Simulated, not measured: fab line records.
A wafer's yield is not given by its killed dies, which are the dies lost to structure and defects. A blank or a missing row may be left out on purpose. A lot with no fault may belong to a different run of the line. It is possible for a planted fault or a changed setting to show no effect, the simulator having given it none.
A lot that was struck, set against a sound lot	flow sky130	15 steps out of a route of 708
Sound: wafers L825.4, L825.5, L825.6. Wafers struck: L827.1, L827.5, L827.6. At the end, the cause is stated.
Per side, at each step with rows, come the tool, then ch with its chambers, and then its first start. Under that, the readings that differ: sound wafers	struck wafers	difference of the means	sigmas: that difference in standard deviations of wafers without a fault.
alike: readings whose means differ by less than 2 such deviations, and words and numbers that are the same on both sides. not compared: withheld readings, readings that some wafer has no value for, bounds like >300 that may hide the same value, and numbers for which the record gives no deviation and whose values overlap.
Wherever a step has rows on one side only, a row that says differs or no value, or a row with sigmas, the two part there. Numbers that have no deviation but don't overlap get no sigmas and don't part them. A reading that every wafer of one side lacks parts them only if that side has two wafers or more.

SKY_CAPM_METAL_ETCH_13: etches TiN in Cl2/BCl3, stops on SiO2, target depth 220 nm, time 62.9 s.
  sound on rie-metal-04 ch 0,1, day 40 09:26; struck on rie-metal-01 ch 0,1, day 40 20:47
  alike: drypump-motor-current-A, he-backside-leak-sccm, oes-product-au, throttle-valve-pct
  not compared: rf-hours-counter-h
SKY_CAPM_STRIP_14: strips in O2/N2.
  sound on plasma-asher-02 ch 0,1, day 40 09:31; struck on plasma-asher-02 ch 0,1, day 40 20:52
  alike: drypump-motor-current-A, o2-flow-sccm, oes-product-au, strip-time-to-endpoint-s
  not compared: rf-hours-counter-h
then, 10 steps without rows for these wafers: SKY_CAPM_STRIP_15 (strips in post etch residue remover, time 1200 s); SKY_CAPM_CLEAN_16 (cleans in IPA, time 180 s); SKY_CAPM_CLEAN_17 (cleans in O3/DIW); SKY_METAL3_DEHYDRATE_05 (time 60 s); SKY_METAL3_HMDS_06 (prime time 60 s); SKY_METAL3_COAT_07 (resist thk 60 nm); SKY_METAL3_COAT_08 (resist thk 1140 nm); SKY_METAL3_SOFTBAKE_09 (time 90 s); SKY_METAL3_EXPOSE_10 (exposes mask MM3, target cd 300 nm); SKY_METAL3_PEB_11.
SKY_METAL3_DEVELOP_12: develop time 60 s.
  sound on litho-track-02 ch 0, day 41 10:00; struck on litho-track-03 ch 0, day 41 21:00
reading	sound	struck	difference	sigmas
developer-temp-C (C)	20.97 20.87 21.01	22.01 21.82 21.82	+0.93	+8
SKY_METAL3_CD_MEAS_13: the cd target is 300 nm.
  struck on cd-sem-01, day 41 21:17; sound on cd-sem-02, day 41 10:26
reading	sound	struck	difference	sigmas
cd-nm (nm)	303.3 302.3 302.1	297.5 297.2 297.9	-5.0	-3
-- the record jumps here: 7 days lie between the struck wafers' starts before and after (it left off in module METAL3 and takes up again in module PAD_OPEN, whose first step shown is number 708 of the route) --
SKY_PAD_OPEN_PROBE_99:
  struck on prober-01, day 48 12:29; sound on prober-01, day 48 04:22
reading	sound	struck	difference	sigmas
killed-at-contacts	14 27 19	28 33 32	+11	+2
  alike: defect-limited-yield, killed_at_M0_to_M3, killed_at_M4_up, killed-at-front-end, killed-at-other, killed-dies, killed-open, killed-short, sort_bin_3_pad_short, sort_bin_5_function, sort_bin_6_memory, sort-n-pass, sort-yield-pct

WHERE THEY PART
At SKY_METAL3_DEVELOP_12 first; at SKY_PAD_OPEN_PROBE_99 last (within this record only).

WHY: what the simulator had put in
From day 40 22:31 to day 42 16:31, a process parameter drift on litho-track-03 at SKY_METAL3_DEVELOP_12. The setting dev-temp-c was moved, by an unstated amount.
